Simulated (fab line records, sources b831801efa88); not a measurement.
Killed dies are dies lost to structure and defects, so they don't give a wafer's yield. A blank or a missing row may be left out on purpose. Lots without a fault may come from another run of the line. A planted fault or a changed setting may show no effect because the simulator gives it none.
fab line records | flow sfq_line
record lots=5 wafers=14 last_day=86
route steps=325 shown M1@65 I1@73
lots that met no fault: from a run of the same line without faults
start_h: hours from the record's first day to the start of the lot's first wafer shown | wait_h: hours since the lot's step before | " the same as in the row above | L1.1+2: a row that stands for several wafers | - no value, or no start given | * or withheld: withheld | < > ~ a bound
route shown NAME@n: a module of which the file shows steps, and the number in the route of the first | usual: mean/standard deviation of fault-free wafers | same: alike in all rows | chamber/n: place in a boat | sites: the reading at each site | _std_site: their standard deviation | _edge_site: outer sites' mean less inner sites' | radius_mm: how far each site lies from the wafer's centre | mask NAME#n: copy n | behind: the tool/chamber that last shaped the wafer | hold: why the lot was held/for how many hours/how that ended | device: the transistor (n, p or np) that didn't switch | end of line: the same wafers' tests at the end of the route | a step without rows: its recipe alone | killed: dies lost to structure and defects at the first sort, not the wafer's yield | map: a wafer's dies, x killed, . not, _ none there
set.NAME: the setting as run; set.NAME@STEP: as run at that earlier step | model.NAME: the simulator's own value behind a step, which no gauge read
lots at some steps of the route; a table a step, a row a wafer
services: from which hour (start_h, from the record's first day; less than 0 if before it) a tool's chamber was out of use, for how many hours, and why
## steps
# step SFQ_TRILAYER_M1_LITHO_EXPOSE_040
# recipe mask_id=M1 na=0.6 source_shape=conventional sigma_outer=0.65 target_cd_nm=500 dose_mj=14.4
# step SFQ_TRILAYER_M1_LITHO_PEB_042
# recipe peb_temp_c=115 peb_time_s=60 resist=KrF
# step SFQ_TRILAYER_M1_LITHO_DEVELOP_041
# recipe time_s=60 resist=KrF
# step SFQ_M1_OVL_MEAS_911
# usual M1_OVL=1/4.9
# columns lot.wafer tool chamber start_h wait_h M1_OVL[nm]
L697.2 overlay-02 - 586.27 0.1 0
L697.5 " - " " 3
L697.6 " - " " -3
L699.2 overlay-02 - 607.79 0.1 0
L699.3 " - " " 3
L699.5 " - " " -2
L706.2 overlay-01 - 672.51 0.1 8
L706.6 " - " " 5
L712.3 overlay-01 - 760.32 0.1 -5
L712.4 " - " " -3
L712.6 " - " " 2
L715.1 overlay-02 - 780.70 0.1 10
L715.4 " - " " 0
L715.5 " - " " 10
# step SFQ_TRILAYER_M1_BARC_OPEN_METAL_ETCH_054
# recipe mask_material=PR chemistry=O2 target_depth_nm=125 target=BARC icp_w=600 bias_w=80 pressure_mtorr=10 time_s=41.7
# usual drypump_motor_current_A=5.9/0.4 oes_product_au=0.686/0.0044
# columns lot.wafer tool chamber start_h wait_h drypump_motor_current_A oes_product_au rf_hours_counter_h
L697.2 rie_metal-02 1 586.30 0.0 6.2 0.684 122
L697.5 " 1 " " 6.2 0.685 -
L697.6 " 0 " " 5.4 0.687 -
L699.2 rie_metal-03 1 607.82 0.0 6.5 0.686 147
L699.3 " 1 " " 6.6 0.682 -
L699.5 " 1 " " 6.6 0.686 -
L706.2 rie_metal-04 1 672.54 0.0 5.5 0.679 85
L706.6 " 1 " " 5.5 0.693 -
L712.3 rie_metal-03 0 760.36 0.0 6.2 0.679 -
L712.4 " 1 " " 6.6 0.687 -
L712.6 " 0 " " 6.2 0.686 -
L715.1 rie_metal-03 0 780.74 0.0 6.2 0.685 75
L715.4 " 0 " " 6.2 0.689 -
L715.5 " 1 " " 6.6 0.691 -
# step SFQ_TRILAYER_M1_ETCH_METAL_ETCH_042
# recipe target=Nb stop_on=SiO2 mask_material=PR chemistry=Cl2/Ar target_depth_nm=240 icp_w=600 bias_w=80 pressure_mtorr=10 time_s=120
# step SFQ_TRILAYER_M1_STRIP_STRIP_043
# recipe gas=O2 power_w=200 platen_temp_c=40 overash_fraction=0.65 chemistry=O2 pressure_mtorr=50
# usual drypump_motor_current_A=5.9/0.4 oes_product_au=1.000/0.012
# columns lot.wafer tool chamber start_h wait_h drypump_motor_current_A oes_product_au rf_hours_counter_h
L697.2 rie_metal-02 1 586.49 0.1 6.2 1.017 123
L697.5 " 1 " " 6.2 1.018 -
L697.6 " 0 " " 5.4 0.992 -
L699.2 rie_metal-03 1 608.00 0.1 6.5 1.014 147
L699.3 " 1 " " 6.5 1.012 -
L699.5 " 1 " " 6.6 1.009 -
L706.2 rie_metal-04 1 672.73 0.1 5.5 0.988 85
L706.6 " 1 " " 5.6 0.991 -
L712.3 rie_metal-03 0 760.73 0.2 6.2 1.017 -
L712.4 " 1 " " 6.6 1.005 -
L712.6 " 0 " " 6.2 1.004 -
L715.1 rie_metal-03 0 780.93 0.1 6.2 1.010 75
L715.4 " 0 " " 6.2 1.003 -
L715.5 " 1 " " 6.6 1.000 -
# step SFQ_TRILAYER_M1_STRIP_SOLV_CLEAN_044
# recipe chemistry=NMP temp_c=70 time_s=600
# step SFQ_TRILAYER_I1_DEP_PECVD_045
# recipe material=SiO2 temp_c=150 time_s=111.11 pressure_torr=2.4 rf_w=183.3 precursor=SiH4/N2O target_thk_nm=500
# usual chamber_pressure_Torr=2.399/0.0053 heater_power_w=88/16 throttle_valve_pct=25.4/2.3
# columns lot.wafer tool chamber start_h wait_h chamber_pressure_Torr heater_power_w throttle_valve_pct
L697.2 pecvd-02 1 587.26 0.0 2.404 90 23.0
L697.5 " 0 " " 2.399 78 24.0
L697.6 " 2 " " 2.389 116 23.4
L699.2 pecvd-02 1 608.78 0.0 2.401 89 23.1
L699.3 " 0 " " 2.392 76 23.8
L699.5 " 0 " " 2.405 79 23.9
L706.2 pecvd-04 0 673.68 0.0 2.404 86 25.2
L706.6 " 2 " " 2.404 88 24.2
L712.3 pecvd-04 2 761.30 0.0 2.404 92 24.3
L712.4 " 2 " " 2.393 96 24.2
L712.6 " 1 " " 2.398 74 27.0
L715.1 pecvd-04 2 781.88 0.0 2.409 98 24.1
L715.4 " 0 " " 2.398 94 25.8
L715.5 " 2 " " 2.399 99 24.3
# step SFQ_TRILAYER_I1_CMP_CMP_046
# recipe material=SiO2 down_force_psi=3 platen_rpm=60 pad_velocity_m_s=0.94248
# step SFQ_I1_BOW_MEAS_912
# recipe mode=bow
# usual I1_BOW=0/6.6
# columns lot.wafer tool chamber start_h wait_h I1_BOW[um]
L697.2 film_metro-01 - 590.36 1.0 9
L697.5 " - " " 2
L697.6 " - " " -5
L699.2 film_metro-04 - 615.48 1.0 7
L699.3 " - " " 3
L699.5 " - " " 3
L706.2 film_metro-01 - 682.78 2.0 0
L706.6 " - " " 0
L712.3 film_metro-01 - 780.16 1.0 -1
L712.4 " - " " 12
L712.6 " - " " -2
L715.1 film_metro-01 - 801.12 1.5 -6
L715.4 " - " " -8
L715.5 " - " " -7
# step SFQ_TRILAYER_I1_METRO_MEASURE_047
# usual thk_nm=199.9/1.2
# columns lot.wafer tool chamber start_h wait_h thk_nm
L697.2 film_metro-01 - 590.66 0.3 201.8
L697.5 " - " " 201.4
L697.6 " - " " 200.2
L699.2 film_metro-04 - 615.78 0.3 200.2
L699.3 " - " " 198.9
L699.5 " - " " 199.1
L706.2 film_metro-01 - 683.08 0.3 201.5
L706.6 " - " " 200.1
L712.3 film_metro-01 - 780.64 0.5 199.2
L712.4 " - " " 199.6
L712.6 " - " " 198.7
L715.1 film_metro-01 - 801.24 0.1 197.6
L715.4 " - " " 199.6
L715.5 " - " " 198.6
# step SFQ_TRILAYER_I1_VIA_LITHO_COAT_054
# recipe resist=BARC spin_rpm=3000 resist_thk_nm=62
# columns lot.wafer tool chamber start_h wait_h model.BARC_of_TRILAYER_I1_VIA_LITHO_COAT_054.thk_nm
L697.2 litho_track-02 0 591.71 0.8 62.07
L697.5 " 0 " " 62.15
L697.6 " 0 " " 62.1
L699.2 litho_track-03 0 616.83 0.8 61.83
L699.3 " 0 " " 61.87
L699.5 " 0 " " 62
L706.2 litho_track-02 0 684.13 0.8 64.64
L706.6 " 0 " " 64.61
L712.3 litho_track-03 0 781.54 0.7 61.91
L712.4 " 0 " " 61.76
L712.6 " 0 " " 62.05
L715.1 litho_track-03 0 802.44 1.0 62.02
L715.4 " 0 " " 61.88
L715.5 " 0 " " 61.8
# step SFQ_TRILAYER_I1_VIA_LITHO_COAT_049
# recipe resist=KrF spin_rpm=3000 resist_thk_nm=650
# step SFQ_TRILAYER_I1_VIA_LITHO_SOFTBAKE_053
# recipe temp_c=withheld time_s=withheld resist=KrF
# step SFQ_TRILAYER_I1_VIA_LITHO_EXPOSE_050
# recipe mask_id=I1 na=0.6 source_shape=conventional sigma_outer=0.65 target_cd_nm=500 dose_mj=21.3
# step SFQ_TRILAYER_I1_VIA_LITHO_PEB_052
# recipe peb_temp_c=115 peb_time_s=60 resist=KrF
# step SFQ_TRILAYER_I1_VIA_LITHO_DEVELOP_051
# recipe time_s=60 resist=KrF
# step SFQ_I1_OVL_MEAS_913
# usual I1_OVL=0/4.9
# columns lot.wafer tool chamber start_h wait_h I1_OVL[nm]
L697.2 overlay-01 - 650.03 0.1 7
L697.5 " - " " 6
L697.6 " - " " 4
L699.2 overlay-01 - 652.43 0.1 -1
L699.3 " - " " -2
L699.5 " - " " 2
L706.2 overlay-02 - 831.24 0.1 -9
L706.6 " - " " -3
L712.3 overlay-01 - 912.37 0.1 7
L712.4 " - " " 7
L712.6 " - " " 5
L715.1 overlay-02 - 937.56 0.1 0
L715.4 " - " " -5
L715.5 " - " " 0
# step SFQ_TRILAYER_I1_VIA_BARC_OPEN_VIA_ETCH_071
# recipe mask_material=PR chemistry=O2 target_depth_nm=125 target=BARC source_w=500 bias_w=80 pressure_mtorr=30 time_s=41.7
# usual drypump_motor_current_A=5.56/0.24 oes_product_au=0.685/0.0052
# columns lot.wafer tool chamber start_h wait_h drypump_motor_current_A oes_product_au rf_hours_counter_h model.etch.depth_nm
L697.2 rie_diel-04 1 650.06 0.0 5.98 0.687 7 62.07
L697.5 " 3 " " 5.37 0.678 - 62.15
L697.6 " 0 " " 5.83 0.685 - 62.1
L699.2 rie_diel-02 0 652.46 0.0 5.45 0.685 7 61.83
L699.3 " 2 " " 5.52 0.686 1 61.87
L699.5 " 3 " " 5.77 0.687 - 62
L706.2 rie_diel-01 2 831.27 0.0 5.40 0.701 5 64.64
L706.6 " 2 " " 5.42 0.688 - 64.61
L712.3 rie_diel-01 0 912.39 0.0 5.09 0.686 3 61.91
L712.4 " 3 " " 5.69 0.681 13 61.76
L712.6 " 1 " " 5.57 0.682 - 62.05
L715.1 rie_diel-02 3 937.59 0.0 5.78 0.692 9 62.02
L715.4 " 1 " " 5.75 0.683 8 61.88
L715.5 " 2 " " 5.58 0.685 - 61.8
# step SFQ_TRILAYER_I1_VIA_ETCH_VIA_ETCH_052
# recipe target=SiO2 stop_on=Nb mask_material=PR taper_deg=20 chemistry=CHF3 target_depth_nm=260 source_w=500 bias_w=80 pressure_mtorr=30 time_s=withheld
# usual drypump_motor_current_A=5.56/0.24 oes_product_au=0.854/0.0052
# columns lot.wafer tool chamber start_h wait_h drypump_motor_current_A oes_product_au
L697.2 rie_diel-04 1 650.10 0.0 5.93 0.865
L697.5 " 3 " " 5.38 0.859
L697.6 " 0 " " 5.83 0.849
L699.2 rie_diel-02 0 652.50 0.0 5.48 0.855
L699.3 " 2 " " 5.56 0.851
L699.5 " 3 " " 5.79 0.851
L706.2 rie_diel-01 2 831.31 0.0 5.40 0.853
L706.6 " 2 " " 5.39 0.865
L712.3 rie_diel-01 0 912.43 0.0 5.09 0.846
L712.4 " 3 " " 5.64 0.858
L712.6 " 1 " " 5.55 0.852
L715.1 rie_diel-02 3 937.63 0.0 5.77 0.854
L715.4 " 1 " " 5.76 0.849
L715.5 " 2 " " 5.51 0.850
## services
# columns tool chamber start_h hours kind
rie_diel-02 1 566.85 6.0 repair
rie_diel-02 2 572.82 10.1 repair
rie_diel-01 0 576.52 2.7 repair
film_metro-01 - 585.70 1.8 pm
rie_diel-01 3 609.09 2.7 repair
rie_metal-03 1 669.19 3.6 repair
rie_diel-02 1 676.52 4.2 repair
pecvd-04 1 721.65 5.7 repair
film_metro-01 - 724.71 1.4 pm
rie_metal-03 0 735.92 6.7 repair
film_metro-01 - 739.23 2.1 pm
film_metro-01 - 741.29 0.6 pm
rie_diel-02 1 744.80 2.3 repair
rie_diel-01 - 750.98 0.9 repair
rie_diel-02 1 770.43 4.3 repair
rie_metal-03 - 770.64 0.7 repair
rie_diel-02 0 785.22 20.2 repair
pecvd-04 - 792.66 2.8 pm
film_metro-01 - 830.89 1.4 pm
rie_diel-02 0 843.31 5.9 repair
rie_diel-02 - 848.31 14.6 pm
rie_diel-01 2 896.15 7.5 repair
rie_diel-01 3 899.06 4.3 repair
rie_metal-03 - 923.49 0.7 repair
## key
first_sign none at tools or gauges
model_effect step=SFQ_TRILAYER_I1_VIA_LITHO_COAT_054 value=BARC_of_TRILAYER_I1_VIA_LITHO_COAT_054.thk_nm without=61.99 struck=64.62
model_effect step=SFQ_TRILAYER_I1_VIA_BARC_OPEN_VIA_ETCH_071 value=etch.depth_nm without=61.99 struck=64.62
met_at SFQ_TRILAYER_I1_VIA_LITHO_COAT_054
struck_wafers L706.2,L706.6
onset_between 591.71 684.13
also_fits SFQ_TRILAYER_M1_BARC_OPEN_METAL_ETCH_054:rie_metal-04,SFQ_TRILAYER_M1_STRIP_STRIP_043:rie_metal-04
fault kind=process_parameter_drift tool=litho_track-02 chamber=- onset_h=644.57 steps=SFQ_TRILAYER_I1_VIA_LITHO_COAT_054 channel=resist_thk_nm offset=2.6301 shape=step end_h=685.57 scope=struck_wafers_only acts_in=these_recipes_only stated=62
